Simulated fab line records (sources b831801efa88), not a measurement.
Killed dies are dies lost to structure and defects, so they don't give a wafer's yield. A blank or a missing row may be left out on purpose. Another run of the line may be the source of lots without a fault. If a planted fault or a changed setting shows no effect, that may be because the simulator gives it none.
fab line records -- flow sfq-line
record: lots: 14, wafers: 42, last-day: 80
route steps=325 shown I6@266 M7@288
lots that met no fault: taken from a fault-free run of the same line
start-h: hours from the record's first day to the start of the lot's first wafer shown -- wait-h: how many hours have passed since the lot's step before this one -- " same as the row above -- L1.1+2: one row covering several wafers at once -- - no value, or no start was given -- * or withheld: withheld -- < > ~ a bound
route shown NAME@n: a module of which the file shows steps, and the number in the route of the first -- usual: mean/standard deviation of fault-free wafers -- same: alike in all rows -- chamber/n: place in a boat -- sites: each site's reading -- _std_site: their standard deviation -- _edge_site: the outer-site mean with the inner-site mean subtracted -- radius-mm: for every site, how far away it sits from the centre of the wafer -- mask NAME#n: copy n -- behind: the last tool/chamber to shape the wafer -- hold: reason for holding the lot/hours on hold/outcome of the hold -- device: whichever transistor did not switch (one of n, p or np) -- end of line: tests run on the same wafers once the route is complete -- a step given without rows: its recipe and nothing more -- killed: at the first sort, the dies lost to defects and structure; wafer yield is something else -- map: a wafer's dies, marking killed ones x, the rest . and places with no die _
set.NAME: the setting that was run; set.NAME@STEP: the one run at that earlier step -- model.NAME: the simulator's own value behind a step, which no gauge read
a sample of lots followed through the steps of the route, with each step as a table and each wafer as a row
services: the hour from which a tool's chamber was out of use, counted from the record's first day as start-h (under 0 if before that day), plus the number of hours and why
== steps ==
step: SFQ_TRILAYER_I6_DEP_PECVD_165
recipe: material: SiO2, temp-c: 150, time-s: 111.11, pressure-torr: 2.4, rf-w: 183.3, precursor: SiH4/N2O, target-thk-nm: 500
usual: chamber-pressure-Torr: 2.401/0.0057, heater-power-outer-w: 30/9.1, heater-power-w: 82/16, throttle-valve-pct: 24.3/0.42
lot.wafer,tool,chamber,start-h,wait-h,chamber-pressure-Torr,heater-power-outer-w,heater-power-w,throttle-valve-pct
L473.1,pecvd-04,1,1528.73,0.0,2.398,40,103,23.7
L473.5,pecvd-04,0,1528.73,0.0,2.403,28,82,24.6
L473.6,pecvd-04,2,1528.73,0.0,2.404,32,75,24.0
L474.2,pecvd-04,1,1531.13,0.0,2.404,42,106,23.7
L474.3,pecvd-04,2,1531.13,0.0,2.401,36,78,23.9
L474.4,pecvd-04,0,1531.13,0.0,2.399,29,81,24.3
L475.1,pecvd-02,2,1532.33,0.0,2.399,25,70,24.9
L475.2,pecvd-02,0,1532.33,0.0,2.391,26,82,24.6
L475.5,pecvd-02,1,1532.33,0.0,2.399,23,62,24.2
L476.4,pecvd-04,0,1542.96,0.0,2.399,27,78,24.5
L476.5,pecvd-04,2,1542.96,0.0,2.395,32,75,24.3
L476.6,pecvd-04,1,1542.96,0.0,2.394,44,111,23.8
L477.3,pecvd-02,2,1545.62,0.0,2.407,20,64,24.7
L477.4,pecvd-02,1,1545.62,0.0,2.396,14,51,24.1
L477.6,pecvd-02,0,1545.62,0.0,2.401,29,82,24.6
L480.3,pecvd-02,2,1551.62,0.0,2.408,23,67,25.1
L480.4,pecvd-02,1,1551.62,0.0,2.393,24,63,24.3
L480.5,pecvd-02,0,1551.62,0.0,2.392,28,83,24.7
L481.4,pecvd-03,2,1587.76,0.0,2.414,41,101,24.3
L481.5,pecvd-03,1,1587.76,0.0,2.402,23,78,24.2
L481.6,pecvd-03,0,1587.76,0.0,2.400,23,81,23.5
L482.1,pecvd-03,2,1591.32,0.0,-,-,-,-
L482.2,pecvd-03,0,1591.32,0.0,-,-,-,-
L482.4,pecvd-03,0,1591.32,0.0,-,-,-,-
L483.1,pecvd-04,2,1592.52,0.0,-,-,-,-
L483.2,pecvd-04,0,1592.52,0.0,-,-,-,-
L483.4,pecvd-04,0,1592.52,0.0,-,-,-,-
L490.1,pecvd-03,1,1654.22,0.0,2.402,26,81,24.3
L490.4,pecvd-03,0,1654.22,0.0,2.389,31,90,23.7
L490.6,pecvd-03,2,1654.22,0.0,2.401,51,114,24.4
L492.2,pecvd-02,2,1668.62,0.0,2.401,21,66,25.0
L492.4,pecvd-02,1,1668.62,0.0,2.399,23,61,24.1
L492.5,pecvd-02,2,1668.62,0.0,2.399,23,65,25.2
L493.1,pecvd-02,2,1672.22,0.0,2.401,25,68,25.1
L493.2,pecvd-02,0,1672.22,0.0,2.402,31,86,24.4
L493.6,pecvd-02,0,1672.22,0.0,2.402,33,89,24.6
L494.2,pecvd-03,0,1675.82,0.0,2.394,26,84,23.9
L494.4,pecvd-03,0,1675.82,0.0,2.395,27,86,23.8
L494.6,pecvd-03,1,1675.82,0.0,2.412,25,81,24.2
L495.1,pecvd-02,1,1679.42,0.0,2.392,25,65,24.4
L495.3,pecvd-02,2,1679.42,0.0,2.409,22,64,24.7
L495.5,pecvd-02,2,1679.42,0.0,2.399,23,68,25.2
step: SFQ_TRILAYER_I6_METRO_MEASURE_167
lot.wafer,tool,chamber,start-h,wait-h
L473.1+5+6,film-metro-01,-,1556.88,0.1
L474.2+3+4,film-metro-01,-,1560.08,0.3
L475.1+2+5,film-metro-02,-,1562.88,0.1
L476.4+5+6,film-metro-01,-,1572.48,0.6
L477.3+4+6,film-metro-02,-,1575.28,0.5
L480.3+4+5,film-metro-01,-,1578.63,0.5
L481.4+5+6,film-metro-02,-,1619.16,0.6
L482.1+2+4,film-metro-01,-,1627.23,0.1
L483.1+2+4,film-metro-02,-,1627.56,0.1
L490.1+4+6,film-metro-02,-,1657.44,0.1
L492.2+4+5,film-metro-01,-,1674.42,0.3
L493.1+2+6,film-metro-02,-,1677.22,0.1
L494.2+4+6,film-metro-01,-,1679.94,0.3
L495.1+3+5,film-metro-01,-,1682.74,0.1
step: SFQ_TRILAYER_I6_VIA_ETCH_VIA_ETCH_172
recipe: target: SiO2, stop-on: Nb, mask-material: PR, taper-deg: 20, chemistry: CHF3, target-depth-nm: 260, source-w: 500, bias-w: 80, pressure-mtorr: 30, time-s: withheld
usual: drypump-motor-current-A: 5.8/0.4, oes-product-au: 0.854/0.005
lot.wafer,tool,chamber,start-h,wait-h,drypump-motor-current-A,oes-product-au
L473.1,rie-diel-01,3,1562.45,0.0,6.2,0.858
L473.5,rie-diel-01,1,1562.45,0.0,5.8,0.850
L473.6,rie-diel-01,0,1562.45,0.0,5.6,0.853
L474.2,rie-diel-03,0,1564.85,0.0,4.8,0.850
L474.3,rie-diel-03,2,1564.85,0.0,5.7,0.850
L474.4,rie-diel-03,1,1564.85,0.0,5.4,0.861
L475.1,rie-diel-04,2,1566.40,0.0,6.0,0.850
L475.2,rie-diel-04,0,1566.40,0.0,5.7,0.862
L475.5,rie-diel-04,0,1566.40,0.0,5.7,0.854
L476.4,rie-diel-03,3,1575.40,0.0,5.8,0.858
L476.5,rie-diel-03,2,1575.40,0.0,5.7,0.859
L476.6,rie-diel-03,3,1575.40,0.0,5.9,0.856
L477.3,rie-diel-03,3,1578.61,0.0,5.8,0.857
L477.4,rie-diel-03,0,1578.61,0.0,4.7,0.856
L477.6,rie-diel-03,1,1578.61,0.0,5.4,0.860
L480.3,rie-diel-03,2,1583.20,0.0,5.7,0.853
L480.4,rie-diel-03,3,1583.20,0.0,5.9,0.852
L480.5,rie-diel-03,2,1583.20,0.0,5.7,0.859
L481.4,rie-diel-04,3,1633.25,0.0,5.3,0.856
L481.5,rie-diel-04,3,1633.25,0.0,5.3,0.849
L481.6,rie-diel-04,2,1633.25,0.0,6.0,0.860
L482.1,rie-diel-01,0,1634.45,0.0,5.6,0.372
L482.2,rie-diel-01,1,1634.45,0.0,5.8,0.373
L482.4,rie-diel-01,3,1634.45,0.0,6.2,0.373
L483.1,rie-diel-04,2,1635.65,0.0,6.1,0.382
L483.2,rie-diel-04,0,1635.65,0.0,5.7,0.370
L483.4,rie-diel-04,3,1635.65,0.0,5.3,0.376
L490.1,rie-diel-03,1,1662.90,0.0,5.4,0.859
L490.4,rie-diel-03,2,1662.90,0.0,5.7,0.869
L490.6,rie-diel-03,2,1662.90,0.0,5.7,0.853
L492.2,rie-diel-03,3,1679.70,0.0,5.9,0.861
L492.4,rie-diel-03,2,1679.70,0.0,5.7,0.856
L492.5,rie-diel-03,1,1679.70,0.0,5.4,0.861
L493.1,rie-diel-01,3,1682.10,0.0,6.2,0.861
L493.2,rie-diel-01,2,1682.10,0.0,5.8,0.844
L493.6,rie-diel-01,0,1682.10,0.0,5.6,0.850
L494.2,rie-diel-04,1,1685.70,0.0,6.6,0.857
L494.4,rie-diel-04,0,1685.70,0.0,5.7,0.853
L494.6,rie-diel-04,2,1685.70,0.0,6.0,0.850
L495.1,rie-diel-01,0,1689.30,0.0,5.6,0.849
L495.3,rie-diel-01,2,1689.30,0.0,5.8,0.849
L495.5,rie-diel-01,2,1689.30,0.0,5.8,0.860
step: SFQ_TRILAYER_M7_LITHO_EXPOSE_178
recipe: mask-id: M7, na: 0.6, source-shape: conventional, sigma-outer: 0.65, target-cd-nm: 500, dose-mj: 14.4
usual: exposure-dose-mJ-cm2: 14.400/0.013, focus-offset-nm: 0.1/0.45
lot.wafer,tool,chamber,start-h,wait-h,mask,exposure-dose-mJ-cm2,focus-offset-nm
L473.1,krf-scanner-02,0,1566.03,-,M7#0,14.423,-0.1
L473.5,krf-scanner-02,0,1566.03,-,M7#0,14.431,-0.2
L473.6,krf-scanner-02,0,1566.03,-,M7#0,14.427,-0.8
L474.2,krf-scanner-02,0,1568.63,-,M7#0,14.388,0.1
L474.3,krf-scanner-02,0,1568.63,-,M7#0,14.390,-0.1
L474.4,krf-scanner-02,0,1568.63,-,M7#0,14.398,-0.7
L475.1,krf-scanner-02,0,1570.83,-,M7#0,14.403,-0.2
L475.2,krf-scanner-02,0,1570.83,-,M7#0,14.408,0.8
L475.5,krf-scanner-02,0,1570.83,-,M7#0,14.397,0.2
L476.4,krf-scanner-02,0,1579.83,-,M7#0,14.410,-0.6
L476.5,krf-scanner-02,0,1579.83,-,M7#0,14.404,-0.5
L476.6,krf-scanner-02,0,1579.83,-,M7#0,14.391,0.3
L477.3,krf-scanner-02,0,1583.23,-,M7#0,14.423,-0.4
L477.4,krf-scanner-02,0,1583.23,-,M7#0,14.400,-0.1
L477.6,krf-scanner-02,0,1583.23,-,M7#0,14.390,0.1
L480.3,krf-scanner-02,0,1588.03,-,M7#0,14.401,0.2
L480.4,krf-scanner-02,0,1588.03,-,M7#0,14.426,0.7
L480.5,krf-scanner-02,0,1588.03,-,M7#0,14.417,0.8
L481.4,krf-scanner-02,0,1640.23,-,M7#0,14.407,0.3
L481.5,krf-scanner-02,0,1640.23,-,M7#0,14.390,-0.2
L481.6,krf-scanner-02,0,1640.23,-,M7#0,14.399,-0.9
L482.1,krf-scanner-02,-,1640.83,-,M7#0,-,-
L482.2,krf-scanner-02,-,1640.83,-,M7#0,-,-
L482.4,krf-scanner-02,-,1640.83,-,M7#0,-,-
L483.1,krf-scanner-02,-,1643.23,-,M7#0,-,-
L483.2,krf-scanner-02,-,1643.23,-,M7#0,-,-
L483.4,krf-scanner-02,-,1643.23,-,M7#0,-,-
L490.1,krf-scanner-02,0,1668.53,-,M7#0,14.384,0.3
L490.4,krf-scanner-02,0,1668.53,-,M7#0,14.397,0.4
L490.6,krf-scanner-02,0,1668.53,-,M7#0,14.413,0.2
L492.2,krf-scanner-02,0,1683.13,-,M7#0,14.403,-0.2
L492.4,krf-scanner-02,0,1683.13,-,M7#0,14.393,-0.4
L492.5,krf-scanner-02,0,1683.13,-,M7#0,14.393,0.6
L493.1,krf-scanner-02,0,1686.53,-,M7#0,14.395,0.1
L493.2,krf-scanner-02,0,1686.53,-,M7#0,14.404,-0.8
L493.6,krf-scanner-02,0,1686.53,-,M7#0,14.397,-0.1
L494.2,krf-scanner-02,0,1689.13,-,M7#0,14.406,0.7
L494.4,krf-scanner-02,0,1689.13,-,M7#0,14.381,0.8
L494.6,krf-scanner-02,0,1689.13,-,M7#0,14.395,0.8
L495.1,krf-scanner-02,0,1692.53,-,M7#0,14.409,-0.6
L495.3,krf-scanner-02,0,1692.53,-,M7#0,14.409,-0.6
L495.5,krf-scanner-02,0,1692.53,-,M7#0,14.394,-0.2
== services ==
tool,chamber,start-h,hours,kind
rie-diel-04,0,1525.11,2.0,repair
krf-scanner-02,-,1536.38,4.0,repair
krf-scanner-02,-,1554.34,0.2,repair
film-metro-02,-,1554.55,0.7,pm
rie-diel-03,0,1556.52,8.0,repair
krf-scanner-02,-,1594.13,1.0,pm
pecvd-02,-,1599.15,1.5,repair
rie-diel-03,1,1600.01,-,clean
rie-diel-03,1,1600.01,-,consumable-replace:esc
rie-diel-03,1,1600.01,21.5,scheduled-down
rie-diel-03,1,1600.01,21.5,vent-cycle
krf-scanner-02,-,1606.55,1.0,repair
film-metro-02,-,1607.40,1.5,pm
rie-diel-01,-,1610.53,0.6,repair
film-metro-02,-,1616.53,0.7,pm
film-metro-01,-,1618.31,0.5,pm
rie-diel-01,0,1620.70,3.9,repair
rie-diel-03,0,1632.14,-,clean
rie-diel-04,3,1642.58,6.8,repair
krf-scanner-02,-,1644.43,1.3,pm
pecvd-03,-,1657.99,5.5,pm
rie-diel-03,-,1659.97,1.6,repair
rie-diel-01,0,1665.31,5.8,repair
film-metro-02,-,1675.13,0.4,pm
== key ==
first-sign: step: SFQ_TRILAYER_I6_DEP_PECVD_165, reading: tool-record, direction: missing
effect: step: SFQ_TRILAYER_I6_VIA_ETCH_VIA_ETCH_172, reading: oes-product-au, direction: down, sigmas: 97, usual: 0.854, struck: 0.374
effect: step: SFQ_TRILAYER_M7_LITHO_EXPOSE_178, reading: tool-record, direction: missing
met-at SFQ_TRILAYER_I6_DEP_PECVD_165
struck-lots L482,L483
onset-between 1587.76 1591.32
fault: kind: skipped-step-whole, tool: pecvd-03,pecvd-04, chamber: -, onset-h: 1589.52, steps: SFQ_TRILAYER_I6_DEP_PECVD_165, scope: struck-lots-only
